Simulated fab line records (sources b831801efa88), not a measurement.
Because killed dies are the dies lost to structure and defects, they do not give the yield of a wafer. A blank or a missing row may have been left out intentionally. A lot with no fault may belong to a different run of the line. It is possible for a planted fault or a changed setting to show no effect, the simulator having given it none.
fab line records	flow gf180mcu
[record] lots = 13	wafers = 39	last-day = 33
route steps=602 shown HV_LDD@231 PSD@261 NSD@262 SAB@265 SALICIDE@283
lots that met no fault: taken from a fault-free run of the same line
start-h: start of the lot's first displayed wafer, in hours after the record's first day	wait-h: time in hours since the lot's previous step	" repeats the value in the row above	L1.1+2: a row that stands for several wafers	- value missing, or start not given	* or withheld: withheld	< > ~ a bound
route shown NAME@n: NAME is a module with steps in the file, n the number in the route of the first one	usual: mean and standard deviation over wafers with no fault	same: alike in all rows	chamber/n: place in a boat	sites: readings site by site	_std_site: the standard deviation of these	_edge_site: the outer-site mean with the inner-site mean subtracted	radius-mm: for every site, how far away it sits from the centre of the wafer	mask NAME#n: copy n	behind: the tool/chamber that last shaped the wafer	hold: the reason the lot was held/the length of the hold in hours/how it ended	device: the transistor (n, p or np) that didn't switch	end of line: the same wafers' tests at the end of the route	a step without rows: its recipe alone	killed: dies that structure and defects cost at the first sort, which is not the same as the wafer's yield	map: per-die view of a wafer (x killed, . not killed, _ where there is no die)
set.NAME: the setting the step ran with; set.NAME@STEP: the setting that earlier step ran with	model.NAME: the simulator's own value behind a step, which no gauge read
a sample of lots followed through the steps of the route, with each step as a table and each wafer as a row
services: when a tool's chamber went out of use (start-h, in hours from the record's first day, below 0 if earlier), for how many hours, and the reason
[[steps]]
[step GF_HV_LDD_THK_MEAS_55]
[recipe] reads = SiO2_of_HV_LDD_CVD_54
[usual] HV_LDD_CVD_54_THK = 10.01/0.14
lot.wafer	tool	chamber	start-h	wait-h	HV_LDD_CVD_54_THK[nm]
L196.1	film-metro-01	-	275.14	0.0	9.88
L196.4	"	-	"	"	9.88
L196.6	"	-	"	"	9.97
L197.3	film-metro-04	-	284.15	0.0	10.04
L197.5	"	-	"	"	10.07
L197.6	"	-	"	"	10.08
L198.1	film-metro-02	-	290.98	0.0	9.98
L198.2	"	-	"	"	10.00
L198.3	"	-	"	"	9.91
L199.1	film-metro-04	-	294.64	0.0	10.22
L199.2	"	-	"	"	10.16
L199.3	"	-	"	"	10.13
L200.1	film-metro-01	-	307.44	0.0	10.10
L200.3	"	-	"	"	10.12
L200.5	"	-	"	"	10.09
L204.1	film-metro-01	-	345.23	0.0	9.84
L204.2	"	-	"	"	9.86
L204.4	"	-	"	"	9.86
L205.3	film-metro-04	-	347.96	0.0	10.13
L205.5	"	-	"	"	10.11
L205.6	"	-	"	"	9.94
L206.2	film-metro-04	-	355.60	0.0	10.00
L206.3	"	-	"	"	9.94
L206.5	"	-	"	"	9.91
L208.1	film-metro-01	-	376.18	0.0	10.03
L208.2	"	-	"	"	10.08
L208.3	"	-	"	"	10.13
L209.1	film-metro-04	-	377.59	0.0	10.01
L209.2	"	-	"	"	10.11
L209.4	"	-	"	"	10.10
L212.2	film-metro-02	-	401.88	0.0	9.85
L212.3	"	-	"	"	9.93
L212.4	"	-	"	"	9.87
L213.2	film-metro-01	-	407.70	0.0	9.80
L213.4	"	-	"	"	9.83
L213.6	"	-	"	"	9.69
L215.2	film-metro-04	-	430.80	0.0	10.29
L215.4	"	-	"	"	10.34
L215.6	"	-	"	"	10.20
[step GF_PSD_RTA_13]
[recipe] temp-c = 1025	time-s = 20	ambient = N2
[usual] lamp-power-pct = 34.5/2.9	wafer_temp_C_max = 1029.1/0.94
lot.wafer	tool	chamber	start-h	wait-h	lamp-power-pct	wafer_temp_C_max
L196.1	rtp-anneal-02	0	318.09	0.0	32.0	1029.8
L196.4	"	0	"	"	32.0	1029.1
L196.6	"	0	"	"	32.0	1028.5
L197.3	rtp-anneal-01	0	327.16	0.0	38.0	1027.6
L197.5	"	0	"	"	38.1	1028.0
L197.6	"	0	"	"	38.0	1028.8
L198.1	rtp-anneal-02	0	335.43	0.0	32.1	1029.4
L198.2	"	0	"	"	32.1	1029.1
L198.3	"	0	"	"	32.1	1028.9
L199.1	rtp-anneal-02	0	342.93	0.0	32.1	1031.0
L199.2	"	0	"	"	32.0	1027.8
L199.3	"	0	"	"	32.1	1029.3
L200.1	rtp-anneal-01	0	352.24	0.0	38.1	1028.4
L200.3	"	0	"	"	38.1	1028.8
L200.5	"	0	"	"	38.0	1027.5
L204.1	rtp-anneal-02	0	392.33	0.0	32.0	1029.5
L204.2	"	0	"	"	32.1	1031.5
L204.4	"	0	"	"	32.0	1029.2
L205.3	rtp-anneal-02	0	394.21	0.0	32.1	1028.9
L205.5	"	0	"	"	32.0	1029.7
L205.6	"	0	"	"	32.0	1030.1
L206.2	rtp-anneal-01	0	402.54	0.0	38.0	1028.9
L206.3	"	0	"	"	38.0	1029.0
L206.5	"	0	"	"	38.0	1031.0
L208.1	rtp-anneal-02	0	424.08	0.0	32.1	1029.9
L208.2	"	0	"	"	32.0	1029.0
L208.3	"	0	"	"	32.0	1030.3
L209.1	rtp-anneal-01	0	428.33	0.0	38.0	1029.0
L209.2	"	0	"	"	38.0	1028.8
L209.4	"	0	"	"	38.1	1028.5
L212.2	rtp-anneal-02	0	451.50	0.0	33.5	1028.2
L212.3	"	0	"	"	33.6	1029.5
L212.4	"	0	"	"	33.6	1028.7
L213.2	rtp-anneal-02	0	457.19	0.0	33.6	1029.6
L213.4	"	0	"	"	33.6	1028.7
L213.6	"	0	"	"	33.6	1029.4
L215.2	rtp-anneal-01	0	480.75	0.0	38.0	1029.4
L215.4	"	0	"	"	38.0	1028.4
L215.6	"	0	"	"	38.0	1029.4
[step GF_PSD_RS_MEAS_14]
[recipe] thk-meas-gauge = four-point-probe
[usual] NSD_RS = 46.12/0.086
lot.wafer	tool	chamber	start-h	wait-h	NSD_RS[ohm/sq]
L196.1	film-metro-03	-	318.17	0.1	46.19
L196.4	"	-	"	"	46.04
L196.6	"	-	"	"	46.12
L197.3	film-metro-03	-	327.25	0.1	46.09
L197.5	"	-	"	"	46.14
L197.6	"	-	"	"	46.22
L198.1	film-metro-04	-	335.51	0.1	46.12
L198.2	"	-	"	"	45.99
L198.3	"	-	"	"	46.07
L199.1	film-metro-04	-	343.01	0.1	45.95
L199.2	"	-	"	"	46.10
L199.3	"	-	"	"	45.93
L200.1	film-metro-03	-	352.32	0.1	46.29
L200.3	"	-	"	"	46.14
L200.5	"	-	"	"	46.16
L204.1	film-metro-01	-	392.42	0.1	46.12
L204.2	"	-	"	"	46.08
L204.4	"	-	"	"	45.98
L205.3	film-metro-04	-	394.30	0.1	46.04
L205.5	"	-	"	"	46.08
L205.6	"	-	"	"	46.18
L206.2	film-metro-04	-	402.63	0.1	46.18
L206.3	"	-	"	"	46.10
L206.5	"	-	"	"	46.08
L208.1	film-metro-03	-	424.17	0.1	46.13
L208.2	"	-	"	"	46.12
L208.3	"	-	"	"	46.10
L209.1	film-metro-01	-	428.42	0.1	46.06
L209.2	"	-	"	"	46.02
L209.4	"	-	"	"	46.06
L212.2	film-metro-04	-	451.59	0.1	43.48
L212.3	"	-	"	"	43.53
L212.4	"	-	"	"	43.53
L213.2	film-metro-03	-	457.28	0.1	43.54
L213.4	"	-	"	"	43.56
L213.6	"	-	"	"	43.61
L215.2	film-metro-04	-	480.84	0.1	45.89
L215.4	"	-	"	"	46.02
L215.6	"	-	"	"	45.94
[step GF_PSD_RS_MEAS_15]
[recipe] thk-meas-gauge = four-point-probe
[usual] PSD_RS = 108.54/0.3
lot.wafer	tool	chamber	start-h	wait-h	PSD_RS[ohm/sq]
L196.1	film-metro-03	-	318.29	0.1	108.59
L196.4	"	-	"	"	108.56
L196.6	"	-	"	"	108.62
L197.3	film-metro-03	-	327.37	0.1	108.42
L197.5	"	-	"	"	108.17
L197.6	"	-	"	"	108.30
L198.1	film-metro-04	-	335.63	0.1	108.50
L198.2	"	-	"	"	108.13
L198.3	"	-	"	"	108.27
L199.1	film-metro-04	-	343.13	0.1	108.46
L199.2	"	-	"	"	108.40
L199.3	"	-	"	"	107.92
L200.1	film-metro-03	-	352.44	0.1	109.29
L200.3	"	-	"	"	109.25
L200.5	"	-	"	"	109.01
L204.1	film-metro-01	-	392.54	0.1	108.57
L204.2	"	-	"	"	108.22
L204.4	"	-	"	"	108.33
L205.3	film-metro-04	-	394.42	0.1	108.42
L205.5	"	-	"	"	108.63
L205.6	"	-	"	"	108.55
L206.2	film-metro-04	-	402.75	0.1	108.97
L206.3	"	-	"	"	108.50
L206.5	"	-	"	"	108.32
L208.1	film-metro-03	-	424.29	0.1	108.48
L208.2	"	-	"	"	108.73
L208.3	"	-	"	"	108.86
L209.1	film-metro-01	-	428.54	0.1	108.24
L209.2	"	-	"	"	108.58
L209.4	"	-	"	"	108.61
L212.2	film-metro-04	-	451.71	0.1	100.20
L212.3	"	-	"	"	100.46
L212.4	"	-	"	"	100.14
L213.2	film-metro-03	-	457.40	0.1	100.80
L213.4	"	-	"	"	101.02
L213.6	"	-	"	"	100.69
L215.2	film-metro-04	-	480.96	0.1	108.28
L215.4	"	-	"	"	108.45
L215.6	"	-	"	"	108.14
[step GF_SAB_THK_MEAS_01]
[recipe] reads = SiO2_of_SAB_CVD_00
[usual] SAB_CVD_00_THK = 50.0/0.61
lot.wafer	tool	chamber	start-h	wait-h	SAB_CVD_00_THK[nm]
L196.1	film-metro-01	-	318.43	0.0	49.3
L196.4	"	-	"	"	50.3
L196.6	"	-	"	"	50.8
L197.3	film-metro-01	-	327.49	0.0	49.8
L197.5	"	-	"	"	51.3
L197.6	"	-	"	"	50.4
L198.1	film-metro-03	-	335.79	0.0	49.5
L198.2	"	-	"	"	49.6
L198.3	"	-	"	"	50.0
L199.1	film-metro-03	-	343.27	0.0	48.8
L199.2	"	-	"	"	49.6
L199.3	"	-	"	"	49.4
L200.1	film-metro-02	-	352.58	0.0	50.1
L200.3	"	-	"	"	50.0
L200.5	"	-	"	"	51.0
L204.1	film-metro-02	-	392.68	0.0	49.7
L204.2	"	-	"	"	49.8
L204.4	"	-	"	"	50.4
L205.3	film-metro-03	-	394.54	0.0	49.5
L205.5	"	-	"	"	50.6
L205.6	"	-	"	"	50.0
L206.2	film-metro-03	-	402.88	0.0	49.1
L206.3	"	-	"	"	49.1
L206.5	"	-	"	"	49.7
L208.1	film-metro-01	-	424.43	0.0	49.1
L208.2	"	-	"	"	49.3
L208.3	"	-	"	"	50.0
L209.1	film-metro-03	-	428.67	0.0	50.1
L209.2	"	-	"	"	49.8
L209.4	"	-	"	"	50.8
L212.2	film-metro-03	-	451.83	0.0	49.6
L212.3	"	-	"	"	49.8
L212.4	"	-	"	"	50.2
L213.2	film-metro-01	-	457.53	0.0	50.0
L213.4	"	-	"	"	50.5
L213.6	"	-	"	"	50.3
L215.2	film-metro-01	-	481.08	0.0	49.8
L215.4	"	-	"	"	50.6
L215.6	"	-	"	"	50.1
[step GF_SALICIDE_THK_MEAS_05]
[recipe] thk-meas-gauge = xrf	reads = TiN_of_SALICIDE_SPUTTER_03
[usual] SALICIDE_TIN_THK = 20.01/0.21
lot.wafer	tool	chamber	start-h	wait-h	SALICIDE_TIN_THK[nm]
L196.1	film-metro-03	-	339.11	0.1	20.07
L196.4	"	-	"	"	19.94
L196.6	"	-	"	"	19.74
L197.3	film-metro-03	-	349.05	0.1	20.05
L197.5	"	-	"	"	20.14
L197.6	"	-	"	"	20.30
L198.1	film-metro-02	-	357.18	0.1	19.97
L198.2	"	-	"	"	19.76
L198.3	"	-	"	"	19.94
L199.1	film-metro-03	-	365.37	0.1	20.36
L199.2	"	-	"	"	20.31
L199.3	"	-	"	"	20.18
L200.1	film-metro-04	-	375.55	0.1	19.58
L200.3	"	-	"	"	19.85
L200.5	"	-	"	"	19.75
L204.1	film-metro-03	-	416.86	0.1	19.75
L204.2	"	-	"	"	19.63
L204.4	"	-	"	"	19.59
L205.3	film-metro-03	-	418.39	0.1	19.80
L205.5	"	-	"	"	19.57
L205.6	"	-	"	"	20.01
L206.2	film-metro-03	-	427.06	0.1	19.89
L206.3	"	-	"	"	20.00
L206.5	"	-	"	"	19.95
L208.1	film-metro-03	-	449.22	0.1	20.16
L208.2	"	-	"	"	20.35
L208.3	"	-	"	"	20.21
L209.1	film-metro-03	-	453.23	0.1	20.02
L209.2	"	-	"	"	20.27
L209.4	"	-	"	"	20.22
L212.2	film-metro-02	-	476.44	0.1	20.06
L212.3	"	-	"	"	20.10
L212.4	"	-	"	"	20.07
L213.2	film-metro-02	-	482.19	0.1	19.96
L213.4	"	-	"	"	20.05
L213.6	"	-	"	"	20.15
L215.2	film-metro-03	-	505.44	0.1	19.81
L215.4	"	-	"	"	19.93
L215.6	"	-	"	"	20.11
[[services]]
tool	chamber	start-h	hours	kind
rtp-anneal-02	-	407.21	4.0	pm
[[key]]
[first-sign] step = GF_PSD_RS_MEAS_14	reading = NSD_RS	direction = down	sigmas = 30	usual = 46.12	struck = 43.54
[effect] step = GF_PSD_RS_MEAS_15	reading = PSD_RS	direction = down	sigmas = 27	usual = 108.54	struck = 100.55
met-at GF_PSD_RTA_13
struck-lots L212,L213
tester-left-out L212,L213
not-acting-at GF_HV_LDD_THK_MEAS_55,GF_SAB_THK_MEAS_01,GF_SALICIDE_THK_MEAS_05
onset-between 424.08 451.50
[fault] kind = process-parameter-drift	tool = rtp-anneal-02	chamber = -	onset-h = 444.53	steps = GF_PSD_RTA_13	channel = temp-c	offset = *	shape = step	end-h = 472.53	acts-in = *	stated = *
// tester-left-out: of these lots the tester's yield and bins aren't shown, on N5 and GAA mostly nor the transistor test; their killed dies are dies lost to structure and defects alone, not to doping, threshold or leakage, so they don't give the yield
